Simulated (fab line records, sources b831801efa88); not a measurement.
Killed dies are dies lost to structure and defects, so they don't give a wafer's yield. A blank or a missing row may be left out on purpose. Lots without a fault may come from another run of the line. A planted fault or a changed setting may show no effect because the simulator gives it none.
One fault seen from 2 desks | flow sfq_line | each desk has only its own numbers; what lay behind them comes last

THE TOOL OWNER'S DESK: pvd_sputter-06
The tool's own readings at SFQ_TRILAYER_M1_DEP_SPUTTER_037 (material Nb, target thk 200 nm, time 133.3 s): means of the sampled wafers that have a number, for each lot that ran on this tool. A lot is out of limits, marked OUT, if its mean lies more than 4 standard deviations from the usual mean; the brackets give that distance.
Columns: A = cathode_dc_power_W at SFQ_TRILAYER_M1_DEP_SPUTTER_037, usual 2000.0 W; B = chamber_pressure_pa at SFQ_TRILAYER_M1_DEP_SPUTTER_037, usual 0.13327 Pa; C = throttle_valve_pct at SFQ_TRILAYER_M1_DEP_SPUTTER_037, usual 29.8 %
lot  | first seen here | A                        | B       | C
L595 | day 10 15:36    | 1999.3                   | 0.13331 | 29.2
L596 | day 10 20:24    | 1999.9                   | 0.13337 | 28.6
L598 | day 11 17:54    | 1999.9                   | 0.13336 | 28.3
L599 | day 11 23:54    | 2000.2                   | 0.13341 | 28.4
L602 | day 13 04:13    | 1999.9                   | 0.13311 | 28.6
L603 | day 13 09:01    | 2000.0                   | 0.13334 | 29.4
L604 | day 13 13:13    | 1999.9                   | 0.13332 | 29.5
L613 | day 16 10:49    | 2054.5 (+99 or more) OUT | 0.13361 | 29.7
L615 | day 17 01:02    | 2054.4 (+99 or more) OUT | 0.13350 | 28.5
This desk's finding: out of limits on L613, L615; first on L613, day 16 10:49 (cathode_dc_power_W at SFQ_TRILAYER_M1_DEP_SPUTTER_037). In limits: L595, L596, L598, L599, L602, L603, L604.

THE METROLOGY DESK
What the gauges read, lot by lot, whatever tool the lot ran on: means of the sampled wafers that have a number. A lot is out of limits, marked OUT, if its mean lies more than 4 standard deviations from the usual mean; the brackets give that distance.
Columns: A = INCOMING_BOW at SFQ_INCOMING_BOW_MEAS_900, usual 0 um
lot  | first seen here | A
L593 | day 1 10:00     | -1
L594 | day 1 15:00     | 4
L595 | day 1 20:01     | 1
L596 | day 2 01:00     | -3
L598 | day 2 11:02     | -2
L599 | day 2 16:00     | 1
L601 | day 3 02:02     | 2
L602 | day 3 07:04     | 1
L603 | day 3 12:00     | -7
L604 | day 3 17:00     | 1
L606 | day 4 03:00     | -1
L613 | day 5 14:01     | -2
L615 | day 6 00:01     | -1
L616 | day 6 05:00     | 4
This desk's finding: nothing out of limits on any of the 14 lots.

PUT TOGETHER
The tool owner's desk could have raised an alarm at day 16 10:49, on L613, L615.
The metrology desk saw nothing out of limits.
The metrology desk has L613, L615 on record, within its limits.
Of the lots named, all ran SFQ_TRILAYER_M1_DEP_SPUTTER_037 on pvd_sputter-06.

WHAT THE SIMULATOR HAD PUT IN
Process parameter drift: pvd_sputter-06, from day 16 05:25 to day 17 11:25, at SFQ_TRILAYER_M1_DEP_SPUTTER_037. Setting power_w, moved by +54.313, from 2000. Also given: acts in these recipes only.
Lots struck among those shown: L613, L615.
Hours from the fault's start to each desk's first reading out of limits: the tool owner's desk, 5.
